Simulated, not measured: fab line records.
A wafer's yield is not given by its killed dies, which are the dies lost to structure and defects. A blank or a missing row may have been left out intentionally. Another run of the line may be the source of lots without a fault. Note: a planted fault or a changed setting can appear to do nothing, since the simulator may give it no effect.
Which tool was responsible? | flow gf180mcu | Sampling: 13 lots, 39 wafers, 4 of 602 route steps

== WHAT THE GAUGES SHOWED, per wafer ==
GF_PASSIVATION_BOW_MEAS_14.
lot  | measured     | on            | PASSIVATION_BOW (um)
L696 | day 29 00:29 | film-metro-02 | 127 118 141
L697 | day 29 08:08 | film-metro-04 | 132 125 138
L698 | day 29 18:13 | film-metro-04 | 129 139 125
L699 | day 29 18:49 | film-metro-03 | 117 126 118
L701 | day 30 11:19 | film-metro-02 | 149 158 156
L702 | day 30 17:59 | film-metro-04 | 129 142 149
L704 | day 31 08:43 | film-metro-03 | 133 143 138
L706 | day 31 19:25 | film-metro-02 | 160 149 158
L707 | day 32 12:21 | film-metro-04 | 138 139 138
L708 | day 32 13:50 | film-metro-02 | 129 132 139
L714 | day 33 21:27 | film-metro-03 | 150 149 144
L716 | day 34 04:39 | film-metro-04 | 140 130 138
L718 | day 34 17:30 | film-metro-03 | 129 120 116

== WHAT TOOL EACH LOT RAN ON (gives the tool, then ch and the chambers of the sampled wafers, and finally the start) ==
lot  | GF_MIM_SPUTTER_07            | GF_V5_CVD_02                    | GF_TOP_METAL_METAL_ETCH_16
L696 | pvd-sputter-01, day 24 11:43 | pecvd-03 ch 0,1, day 26 07:41   | rie-metal-04 ch 0,1, day 28 03:05
L697 | pvd-sputter-02, day 24 20:14 | pecvd-01 ch 0,1,2, day 26 15:15 | rie-metal-02 ch 0,1, day 28 09:26
L698 | pvd-sputter-01, day 25 06:59 | pecvd-04 ch 0,1,2, day 27 02:26 | rie-metal-04 ch 0,1, day 28 20:08
L699 | pvd-sputter-04, day 25 09:03 | pecvd-04 ch 0,2, day 27 04:08   | rie-metal-01 ch 0,1, day 28 21:08
L701 | pvd-sputter-01, day 26 04:49 | pecvd-04 ch 0,1,2, day 27 21:46 | rie-metal-04 ch 0, day 29 13:45
L702 | pvd-sputter-02, day 26 12:04 | pecvd-03 ch 0,2, day 28 05:05   | rie-metal-01 ch 0,1, day 29 21:29
L704 | pvd-sputter-04, day 27 04:58 | pecvd-01 ch 1,2, day 28 20:21   | rie-metal-02 ch 1, day 30 12:30
L706 | pvd-sputter-01, day 27 16:59 | pecvd-01 ch 0,1, day 29 08:40   | rie-metal-01 ch 0,1, day 30 23:26
L707 | pvd-sputter-02, day 28 11:01 | pecvd-03 ch 0,1,2, day 30 02:34 | rie-metal-04 ch 0,1, day 31 16:15
L708 | pvd-sputter-01, day 28 13:22 | pecvd-03 ch 0,2, day 30 04:48   | rie-metal-02 ch 0,1, day 31 18:44
L714 | pvd-sputter-01, day 30 03:04 | pecvd-04 ch 0,1,2, day 31 16:12 | rie-metal-01 ch 0,1, day 33 02:50
L716 | pvd-sputter-01, day 30 12:08 | pecvd-04 ch 0,1,2, day 31 23:54 | rie-metal-02 ch 0,1, day 33 10:27
L718 | pvd-sputter-04, day 31 02:30 | pecvd-04 ch 0,1,2, day 32 14:27 | rie-metal-04 ch 0,1, day 33 23:39
- GF_MIM_SPUTTER_07: material TiN, target thk 60 nm, time 50 s.
- GF_V5_CVD_02: deposits SiO2 from TEOS, target thk 1450 nm, time 163.28 s.
- GF_TOP_METAL_METAL_ETCH_16: etches the open film in Cl2/BCl3, stops on SiO2, target depth 1197 nm, time 199.5 s.

== WHAT THE TOOLS THEMSELVES READ (means of the sampled wafers that have a number; where no wafer has one, the mark that the record gives instead) ==
GF_MIM_SPUTTER_07.
lot  | tool           | throttle-valve-pct (%)
L696 | pvd-sputter-01 | 29.2
L697 | pvd-sputter-02 | 30.4
L698 | pvd-sputter-01 | 29.1
L699 | pvd-sputter-04 | 30.3
L701 | pvd-sputter-01 | 30.0
L702 | pvd-sputter-02 | 30.2
L704 | pvd-sputter-04 | 31.0
L706 | pvd-sputter-01 | 30.0
L707 | pvd-sputter-02 | 30.5
L708 | pvd-sputter-01 | 29.5
L714 | pvd-sputter-01 | 30.3
L716 | pvd-sputter-01 | 29.5
L718 | pvd-sputter-04 | 31.0

GF_V5_CVD_02.
lot  | tool     | heater-power-w (W)
L696 | pecvd-03 | 603
L697 | pecvd-01 | 723
L698 | pecvd-04 | 596
L699 | pecvd-04 | 649
L701 | pecvd-04 | 592
L702 | pecvd-03 | 501
L704 | pecvd-01 | 669
L706 | pecvd-01 | 736
L707 | pecvd-03 | 647
L708 | pecvd-03 | 514
L714 | pecvd-04 | 683
L716 | pecvd-04 | 643
L718 | pecvd-04 | 624

GF_TOP_METAL_METAL_ETCH_16.
lot  | tool         | drypump-motor-current-A (A) | mfc-cl2-sccm (sccm) | oes-product-au (a.u.) | throttle-valve-pct (%)
L696 | rie-metal-04 | 5.74                        | 80.05               | 0.984                 | 28.241
L697 | rie-metal-02 | 5.57                        | 80.07               | 0.978                 | 28.240
L698 | rie-metal-04 | 5.74                        | 79.75               | 0.986                 | 28.227
L699 | rie-metal-01 | 5.37                        | 79.89               | 0.988                 | 28.224
L701 | rie-metal-04 | 5.56                        | 79.86               | 0.988                 | 28.244
L702 | rie-metal-01 | 5.55                        | 79.69               | 0.989                 | 28.230
L704 | rie-metal-02 | 5.83                        | 79.70               | 0.986                 | 28.237
L706 | rie-metal-01 | 5.36                        | 80.25               | 0.990                 | 28.233
L707 | rie-metal-04 | 5.72                        | 79.87               | 0.984                 | 28.234
L708 | rie-metal-02 | 5.70                        | 79.89               | 0.976                 | 28.240
L714 | rie-metal-01 | 5.34                        | 80.35               | 0.991                 | 28.245
L716 | rie-metal-02 | 5.55                        | 79.88               | 0.981                 | 28.252
L718 | rie-metal-04 | 5.67                        | 79.99               | 0.986                 | 28.238

== THE ANSWER, worked out from the rows above alone ==
Rule: the lots themselves supply what counts as usual. Put in order of their means at a reading, lots are off if they are a third of the lots or fewer, leave a main group of 4 or more, and stand apart from it by a gap of 3 or more times the standard deviation of the main group's means; of several such gaps the widest counts. If all means in a main group match to the digits the tables above print for the reading, that group is not used. Also off: a lot with no number at a reading for which 4 or more lots have one. Where the step has rows for the other lots, those lots are counted as sound. Order of review: gauges by route order, followed by the tools' own readings, for which a lot's mean as printed above is used. The first step at which some lot is off is used, and at that step the reading that is off furthest; a lot without a number counts as furthest.
No lot is off on any of the readings shown, so nothing can be concluded from this.

== WHAT THE SIMULATOR HAD PUT IN ==
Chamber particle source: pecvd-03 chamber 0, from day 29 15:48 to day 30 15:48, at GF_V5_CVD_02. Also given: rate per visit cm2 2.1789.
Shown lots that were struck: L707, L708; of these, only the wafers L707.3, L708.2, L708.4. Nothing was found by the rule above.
